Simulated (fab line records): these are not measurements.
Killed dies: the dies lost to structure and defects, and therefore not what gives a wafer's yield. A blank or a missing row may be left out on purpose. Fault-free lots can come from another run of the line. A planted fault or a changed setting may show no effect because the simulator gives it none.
Problem report in the 8D (eight disciplines) form, filled by code -- flow gf180mcu -- the parts of the form that need people (team, actions taken, sign-off) are left out

## 1. PROBLEM STATEMENT
At GF_M4_METAL_ETCH_16, oes_product_au averages 0.918 a.u. over 6 wafers from 2 lots, while fault-free wafers read 0.991 a.u., standard deviation 0.0061. That puts it -12 standard deviations away from the usual mean.
The step: etches the open film in Cl2/BCl3, stops on SiO2, target depth 750.8 nm, time 125.1 s.
Earliest sighting: wafer L985.4 on rie_metal-03 at day 25 06:12. Wafers with a number at this step in the record: 42, from 14 lots. The rule behind "out" and "out of limits": a value lying over 4 standard deviations away from the usual mean. All remaining wafers that have a number are taken as sound.

## 2. WHAT THIS IS AND IS NOT
question,is,is not
which readings at this step,"oes_product_au, throttle_valve_pct",drypump_motor_current_A
which lots,"L985, L986","L100, L101, L102, L103, L981, L982, L990, L993, L995, L997, L998, L999"
which wafers of those lots,all that have a number,-
read on which tools,rie_metal-03,"rie_metal-02, rie_metal-04"
when,from day 25 06:12,"up to then (6 sound wafers); but 30 sound wafers of L100, L101, L102, L103, L990, L993, L995, L997, L998, L999 came after"

## 3. WHAT RULES OUT EACH SUSPECT
Counting: any tool at a process step up to the reading is kept as a suspect provided that every lot that is out went through it and no sound lot did after the first of them.
- rie_metal-03 at GF_M4_METAL_ETCH_16 (etches the open film in Cl2/BCl3, stops on SiO2, target depth 750.8 nm, time 125.1 s): ruled out as a lasting fault. Following L985 (day 25 06:12), the first lot on it that is out, the sound lots L998, L999 were run on it.
Left after counting: nothing in the record.

## 4. THE CAUSE (what the simulator had put in)
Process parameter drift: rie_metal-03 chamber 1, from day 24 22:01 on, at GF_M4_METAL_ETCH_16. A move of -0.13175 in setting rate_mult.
Counting ruled it out, wrongly.

## 5. SEQUENCE OF EFFECTS, ordered by route
Each row: a reading where the mean over the struck wafers with a number is more than 3 standard deviations away from the usual. Only readings whose record carries a usual standard deviation are examined. hours: median over the lots of the time between each lot's start at the first step of this table that gives one and its start at this step. sigmas: the change, counted in usual standard deviations.
hours,step,reading,usual,on struck wafers,change,sigmas
0,GF_M4_METAL_ETCH_16,oes_product_au,0.991 a.u.,0.918,-0.073,-12
0,GF_M4_METAL_ETCH_16,throttle_valve_pct,28.229 %,28.306,+0.078,+7.8
0,GF_M4_STRIP_17,oes_product_au,0.537 a.u.,0.558,+0.021,+3.8
0,GF_M4_STRIP_17,strip_time_to_endpoint_s,7.38 s,7.77,+0.39,+6.3
The process steps in it:
- GF_M4_METAL_ETCH_16: etches the open film in Cl2/BCl3, stops on SiO2, target depth 750.8 nm, time 125.1 s.
- GF_M4_STRIP_17: strips in O2/N2.
Later steps that measure or inspect, where all struck wafers having a row at the step show a number for every such reading and not one has moved that far: GF_V4_CD_MEAS_14.

## 6. WHAT WOULD HAVE CAUGHT IT SOONER
8 hours passed between the start of the fault at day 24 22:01 and the first reading out of limits in this record, taken at day 25 06:12.
